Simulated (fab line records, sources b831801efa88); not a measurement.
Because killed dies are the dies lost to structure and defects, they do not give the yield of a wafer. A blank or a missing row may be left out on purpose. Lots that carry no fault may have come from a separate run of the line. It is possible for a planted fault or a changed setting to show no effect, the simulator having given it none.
Comparing a struck lot with a sound one	flow sky130	14 out of 708 route steps
Sound: these wafers, L345.1, L345.4, L345.6. Struck: wafers L355.2, L355.3, L355.6. The cause is given at the end.
At each step with rows: each side's tool, then ch and its chambers, then its first start. Under that, the readings that differ: sound wafers	struck wafers	difference of the means	sigmas: that difference in standard deviations of wafers without a fault.
alike: words and numbers the same on both sides, and readings whose means are apart by under 2 such deviations; not compared: readings that were withheld, readings missing a value for some wafer, numbers with overlapping values and no deviation given by the record, and bounds like >300 which may hide the same value.
Wherever a step has rows on one side only, a row that says differs or no value, or a row with sigmas, the two part there. When numbers do not overlap yet have no deviation, they are printed without sigmas and do not part them. A reading missing from all wafers of one side parts the sides only when that side holds two or more wafers.

SKY_NWELL_TW_MEAS_26:
  sound: film-metro-03 at day 5 18:13; struck: film-metro-01 at day 8 00:45
  alike: NWELL_2_TW
then, 1 step without rows for these wafers: SKY_NWELL_CLEAN_27 (cleans in SC1/SC2, time 150 s).
SKY_NWELL_RTA_28: time 30 s.
  sound on rtp-anneal-02 ch 0, day 5 18:20; struck on rtp-anneal-01 ch 0, day 8 00:52
reading	sound	struck	difference	sigmas
anneal-temp-c-max	1052.2 1051.8 1052.1	1053.6 1053.3 1054.5	+1.8	+2
  alike: chamber-o2-ppm, lamp-power-pct, ramp-down-c-per-s, wafer_temp_C_max
SKY_NWELL_RS_MEAS_29: the measuring method here is four-point-probe.
  sound: film-metro-02 at day 5 18:26; struck: film-metro-01 at day 8 00:58
  alike: NWELL_RS
SKY_NWELL_RS_MEAS_31: the measuring method here is four-point-probe.
  sound: film-metro-02 at day 5 18:40; struck: film-metro-01 at day 8 01:13
  alike: PWDE_RS
then, 6 steps without rows for these wafers: SKY_VT_ADJUST_HVTP_DEHYDRATE_00 (time 60 s); SKY_VT_ADJUST_HVTP_HMDS_01 (prime time 60 s); SKY_VT_ADJUST_HVTP_COAT_02 (resist thk 1140 nm); SKY_VT_ADJUST_HVTP_SOFTBAKE_03 (time 60 s); SKY_VT_ADJUST_HVTP_EXPOSE_04 (exposes mask HVTPM, target cd 380 nm); SKY_VT_ADJUST_HVTP_PEB_05.
SKY_VT_ADJUST_HVTP_DEVELOP_06: develop time 60 s.
  sound on litho-track-01 ch 0, day 6 12:56; struck on litho-track-04 ch 0, day 8 21:40
reading	sound	struck	difference	sigmas
developer-temp-C (C)	22.99 22.95 22.99	25.26 25.43 25.29	+2.35	+24
SKY_VT_ADJUST_HVTP_CD_MEAS_07 targets a cd of 380 nm.
  sound: cd-sem-01 at day 6 13:05; struck: cd-sem-01 at day 8 21:49
  alike: cd-nm
SKY_PAD_OPEN_PROBE_99:
  the record holds rows for the sound wafers here (prober-01, day 46 04:01) but none for the struck ones

== WHERE THEY PART ==
At SKY_NWELL_RTA_28 first; at SKY_PAD_OPEN_PROBE_99 last (within this record only).

WHY: the cause the simulator had injected
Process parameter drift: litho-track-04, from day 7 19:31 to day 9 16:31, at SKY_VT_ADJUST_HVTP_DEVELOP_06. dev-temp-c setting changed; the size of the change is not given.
